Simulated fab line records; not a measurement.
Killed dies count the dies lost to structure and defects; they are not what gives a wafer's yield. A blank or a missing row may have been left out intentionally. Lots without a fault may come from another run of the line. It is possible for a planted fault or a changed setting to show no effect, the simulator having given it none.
Which of the tools did it? -- flow sky130 -- Sampling: 11 lots, 33 wafers, 5 of 708 route steps

== WHAT THE GAUGES READ, wafer by wafer ==
SKY_FIELD_ISO_THK_MEAS_23. Usual: for FIELD_ISO_OXIDATION_01_THK the level is 9.95 nm and the standard deviation is 0.21.
lot,measured,on,FIELD_ISO_OXIDATION_01_THK (nm),flag
L680,day 2 09:18,film-metro-02,9.86 10.01 10.04,
L681,day 2 12:10,film-metro-01,9.97 9.77 9.85,
L683,day 2 22:44,film-metro-03,10.18 10.12 10.08,
L685,day 3 12:22,film-metro-01,10.02 10.03 10.16,
L687,day 3 20:35,film-metro-02,10.02 9.85 9.99,
L690,day 4 10:05,film-metro-01,10.29 10.17 10.19,
L696,day 6 00:20,film-metro-03,9.98 9.94 9.97,
L697,day 6 04:38,film-metro-03,10.06 9.97 9.96,
L698,day 6 10:41,film-metro-01,9.87 9.79 9.57,
L701,day 7 10:53,film-metro-02,10.09 10.18 10.12,
L702,day 7 14:15,film-metro-03,9.64 9.64 9.64,

SKY_VT_ADJUST_HVTR_TW_MEAS_11. Usual: for VT_ADJUST_HVTR_TW the level is 210.9 and the standard deviation is 1.1.
lot,measured,on,VT_ADJUST_HVTR_TW,flag
L680,day 9 11:05,film-metro-01,208.6 209.5 210.0,
L681,day 9 19:46,film-metro-04,211.9 213.0 211.8,
L683,day 10 09:23,film-metro-03,209.7 211.0 210.8,
L685,day 11 00:22,film-metro-03,179.0 179.2 179.1,OFF
L687,day 11 15:26,film-metro-01,179.8 178.8 179.0,OFF
L690,day 12 04:40,film-metro-03,179.3 178.1 178.7,OFF
L696,day 14 14:40,film-metro-03,210.8 209.9 210.4,
L697,day 14 22:02,film-metro-01,208.7 210.2 209.3,
L698,day 15 08:02,film-metro-01,209.6 211.5 210.3,
L701,day 16 14:11,film-metro-04,212.6 212.9 212.5,
L702,day 16 23:23,film-metro-03,211.5 211.8 212.1,

== WHAT TOOL EACH LOT RAN ON (gives the tool, then ch and the chambers of the sampled wafers, and finally the start) ==
lot,SKY_DNWELL_STRIP_08,SKY_VT_ADJUST_LVTN_STRIP_20,SKY_VT_ADJUST_HVTR_IMPLANT_09
L680,"plasma-asher-04 ch 0,1, day 3 05:43","plasma-asher-04 ch 0,1, day 7 16:29","implanter-03 ch 0, day 9 10:53"
L681,"plasma-asher-03 ch 0,1, day 3 10:54","plasma-asher-01 ch 0,1, day 8 00:20","implanter-04 ch 0, day 9 19:34"
L683,"plasma-asher-04 ch 0,1, day 3 22:23","plasma-asher-03 ch 0,1, day 8 14:07","implanter-03 ch 0, day 10 09:08"
L685,"plasma-asher-01 ch 0,1, day 4 09:23","plasma-asher-01 ch 0,1, day 9 04:34","implanter-03 ch 0, day 11 00:08"
L687,"plasma-asher-04 ch 0,1, day 4 19:34","plasma-asher-04 ch 0,1, day 9 17:13","implanter-03 ch 0, day 11 15:11"
L690,"plasma-asher-01 ch 0,1, day 5 06:49","plasma-asher-04 ch 0,1, day 10 07:07","implanter-03 ch 0, day 12 04:25"
L696,"plasma-asher-04 ch 0,1, day 7 01:02","plasma-asher-03 ch 0,1, day 12 12:28","implanter-01 ch 0, day 14 14:25"
L697,"plasma-asher-04 ch 0,1, day 7 06:19","plasma-asher-01 ch 0,1, day 12 19:46","implanter-03 ch 0, day 14 21:47"
L698,"plasma-asher-04 ch 0,1, day 7 12:58","plasma-asher-04 ch 0,1, day 13 03:10","implanter-04 ch 0, day 15 07:47"
L701,"plasma-asher-03 ch 0, day 8 12:59","plasma-asher-03 ch 0,1, day 14 08:10","implanter-04 ch 0, day 16 13:56"
L702,"plasma-asher-01 ch 0,1, day 8 19:04","plasma-asher-04 ch 0,1, day 14 16:41","implanter-03 ch 0, day 16 23:10"
- SKY_DNWELL_STRIP_08: strips in O2/N2.
- SKY_VT_ADJUST_LVTN_STRIP_20: strips in O2/N2.
- SKY_VT_ADJUST_HVTR_IMPLANT_09

== WHAT THE TOOLS THEMSELVES READ (means of the sampled wafers that have a number; where no wafer has one, the mark that the record gives instead) ==
SKY_DNWELL_STRIP_08. Usual: drypump-motor-current-A 5.8 A, standard deviation 0.51; n2-flow-sccm 299.9 sccm, standard deviation 0.96; oes-product-au 0.722 a.u., standard deviation 0.0045; strip-time-to-endpoint-s 37.00 s, standard deviation 0.11.
lot,tool,drypump-motor-current-A (A),n2-flow-sccm (sccm),oes-product-au (a.u.),strip-time-to-endpoint-s (s),flag
L680,plasma-asher-04,5.5,298.7,0.718,36.89,
L681,plasma-asher-03,6.1,299.8,0.722,37.00,
L683,plasma-asher-04,5.5,300.1,0.723,36.95,
L685,plasma-asher-01,5.8,300.0,0.719,37.06,
L687,plasma-asher-04,5.4,298.8,0.716,36.82,
L690,plasma-asher-01,6.1,299.9,0.724,37.02,
L696,plasma-asher-04,5.8,299.9,0.721,36.93,
L697,plasma-asher-04,5.4,299.1,0.723,37.05,
L698,plasma-asher-04,5.8,300.1,0.724,36.99,
L701,plasma-asher-03,5.5,300.8,0.727,37.20,
L702,plasma-asher-01,5.8,298.6,0.725,37.05,

SKY_VT_ADJUST_LVTN_STRIP_20. Usual: drypump-motor-current-A 5.8 A, standard deviation 0.51; n2-flow-sccm 300.1 sccm, standard deviation 0.97; oes-product-au 0.716 a.u., standard deviation 0.0046; strip-time-to-endpoint-s 14.20 s, standard deviation 0.035.
lot,tool,drypump-motor-current-A (A),n2-flow-sccm (sccm),oes-product-au (a.u.),strip-time-to-endpoint-s (s),flag
L680,plasma-asher-04,5.8,299.8,0.712,14.18,
L681,plasma-asher-01,5.8,300.4,0.717,14.23,
L683,plasma-asher-03,6.2,300.5,0.713,14.25,
L685,plasma-asher-01,5.8,300.4,0.716,14.18,
L687,plasma-asher-04,5.8,299.0,0.715,14.12,
L690,plasma-asher-04,5.5,299.8,0.713,14.23,
L696,plasma-asher-03,5.8,299.7,0.719,14.18,
L697,plasma-asher-01,5.8,300.7,0.714,14.17,
L698,plasma-asher-04,5.5,299.0,0.713,14.21,
L701,plasma-asher-03,5.8,300.3,0.718,14.19,
L702,plasma-asher-04,5.8,301.5,0.717,14.23,

SKY_VT_ADJUST_HVTR_IMPLANT_09. Usual: dose-ions-cm2 2.0995e+12, standard deviation 2.2e+09; faraday-current-uA 11.81, standard deviation 0.23.
lot,tool,dose-ions-cm2,faraday-current-uA,flag
L680,implanter-03,2.1013e+12,11.95,
L681,implanter-04,2.0989e+12,11.54,
L683,implanter-03,2.1002e+12,11.98,
L685,implanter-03,1.1670e+12,6.65,OFF
L687,implanter-03,1.1654e+12,6.52,OFF
L690,implanter-03,1.1620e+12,6.55,OFF
L696,implanter-01,2.0962e+12,11.60,
L697,implanter-03,2.1006e+12,11.78,
L698,implanter-04,2.0995e+12,11.85,
L701,implanter-04,2.0977e+12,11.92,
L702,implanter-03,2.1030e+12,11.46,

== THE ANSWER, worked out from the rows above alone ==
Rule: a lot counts as off when the mean over its wafers that have a number is more than 3 standard deviations away from the usual mean. Also off: a lot with no number at a reading for which 4 or more lots have one. Any other lot the step has rows for is counted as sound. The gauges are gone through in route order, then the tools' own readings, and for those a lot's mean is taken as printed above. The first step at which some lot is off is used, and at that step the reading that is off furthest; a lot without a number counts as furthest.
Off: at SKY_VT_ADJUST_HVTR_TW_MEAS_11 (VT_ADJUST_HVTR_TW), L685, L687, L690.
If a tool, at a process step before that reading, ran all the lots that are off and no sound lot after the first of them, it fits. Not tried: the gauges at SKY_VT_ADJUST_HVTR_TW_MEAS_11; whatever is off there is also off at SKY_VT_ADJUST_HVTR_IMPLANT_09, on other tools, and gauge error can't account for it. Not one of the candidates tried fits.

== WHAT THE SIMULATOR HAD PUT IN ==
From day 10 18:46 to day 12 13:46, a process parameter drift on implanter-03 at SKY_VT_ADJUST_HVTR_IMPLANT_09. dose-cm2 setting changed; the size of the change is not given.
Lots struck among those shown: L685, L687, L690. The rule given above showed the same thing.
